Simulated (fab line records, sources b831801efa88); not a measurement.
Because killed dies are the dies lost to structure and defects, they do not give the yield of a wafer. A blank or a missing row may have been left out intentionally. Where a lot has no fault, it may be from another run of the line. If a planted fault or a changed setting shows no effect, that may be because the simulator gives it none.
Code-filled problem report in 8D (eight disciplines) form -- flow gf180mcu -- the parts of the form that need people (team, actions taken, sign-off) are left out

== 1. THE ISSUE ==
Wafers with no fault read 7.84 s with a standard deviation of 0.072, whereas strip-time-to-endpoint-s at GF_M3_STRIP_17 reads a mean of 6.41 s on 1 wafer of 1 lot. That puts it -20 standard deviations away from the usual mean.
The step: strips in O2/N2.
The first sign was on wafer L724.3 at day 28 09:04, on plasma-asher-01. The record holds 34 wafers of 12 lots with a number at this step. The rule behind "out" and "out of limits": a value lying over 4 standard deviations away from the usual mean. The other wafers with a number count as sound.

== 2. WHAT IT IS, WHAT IT ISN'T ==
question,is,is not
which readings at this step,"strip-time-to-endpoint-s, oes-product-au","drypump-motor-current-A, heater-power-w"
which lots,L724,"L704, L705, L707, L708, L710, L712, L714, L715, L716, L717, L720"
which wafers of those lots,all that have a number,-
read on which tools,plasma-asher-01,"plasma-asher-03, plasma-asher-04"
when,from day 28 09:04,up to then (33 sound wafers)

== 3. THE SUSPECTS, EACH WITH WHAT RULES IT OUT ==
Counting: any tool at a process step up to the reading is kept as a suspect provided that every lot that is out went through it and no sound lot did after the first of them.
- rie-diel-01 at GF_V2_ETCH_16 (etches BARC in N2/H2): kept. It ran the lot that is out, L724 (day 27 11:09), and no sound lot after that; its last sound lot up to then is L712 (day 23 19:08).
- pvd-sputter-03 at GF_V2_SPUTTER_21 (material Ti, target thk 15 nm, time 80.02 s): kept. It ran the lot that is out, L724 (day 27 11:49), and no sound lot after that; its last sound lot up to then is L720 (day 26 05:50).
- pvd-sputter-04 at GF_M3_SPUTTER_04 (material TiN, target thk 50 nm, time 41.7 s): kept. It ran the lot that is out, L724 (day 27 12:41), and no sound lot after that; its last sound lot up to then is L716 (day 25 00:29).
- rie-metal-02 at GF_M3_METAL_ETCH_16 (etches the open film in Cl2/BCl3, stops on SiO2, target depth 627.5 nm, time 104.6 s): kept. It ran the lot that is out, L724 (day 28 08:58), and no sound lot after that; its last sound lot up to then is L720 (day 27 03:49).
- plasma-asher-01 at GF_M3_STRIP_17 (strips in O2/N2): kept. It ran the lot that is out, L724 (day 28 09:04), and no sound lot after that; its last sound lot up to then is L720 (day 27 04:00). Its own readings are out on those wafers: oes-product-au, strip-time-to-endpoint-s.
Left after counting: rie-diel-01 at GF_V2_ETCH_16, pvd-sputter-03 at GF_V2_SPUTTER_21, pvd-sputter-04 at GF_M3_SPUTTER_04, rie-metal-02 at GF_M3_METAL_ETCH_16, plasma-asher-01 at GF_M3_STRIP_17.

== 4. THE CAUSE (what the simulator had put in) ==
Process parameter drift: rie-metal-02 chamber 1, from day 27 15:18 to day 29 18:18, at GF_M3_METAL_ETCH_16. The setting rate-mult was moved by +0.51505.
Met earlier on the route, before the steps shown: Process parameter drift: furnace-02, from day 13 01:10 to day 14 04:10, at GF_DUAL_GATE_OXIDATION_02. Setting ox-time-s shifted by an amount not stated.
Counting left 5 suspects, and this tool is among them.

== 5. SEQUENCE OF EFFECTS, ordered by route ==
Rows list readings where the struck wafers' mean (over those with a number) sits beyond 3 standard deviations from the usual. Only readings for which the record gives a usual standard deviation are gone through. hours: the time from each lot's start at the first step in this table that gives one to its start at this step, as a median over the lots. sigmas: the change in usual standard deviations.
hours,step,reading,usual,on struck wafers,change,sigmas
0,GF_M3_STRIP_17,oes-product-au,0.556 a.u.,0.497,-0.059,-11
0,GF_M3_STRIP_17,strip-time-to-endpoint-s,7.84 s,6.41,-1.43,-20
Its process steps:
- GF_M3_STRIP_17: strips in O2/N2.

== 6. WHAT WOULD HAVE CAUGHT IT SOONER ==
First out-of-limits reading in this record: day 28 09:04, which is 18 hours after fault onset at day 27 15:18.
Tool readings at GF_M3_METAL_ETCH_16 with a usual standard deviation given in the record: none out on any struck wafer, hence no alarm at a limit of 4 standard deviations on them.
By day 28 09:04, every lot that is out (1) had started GF_M3_METAL_ETCH_16 on rie-metal-02. Tool hold at that time: it would have spared none of them.
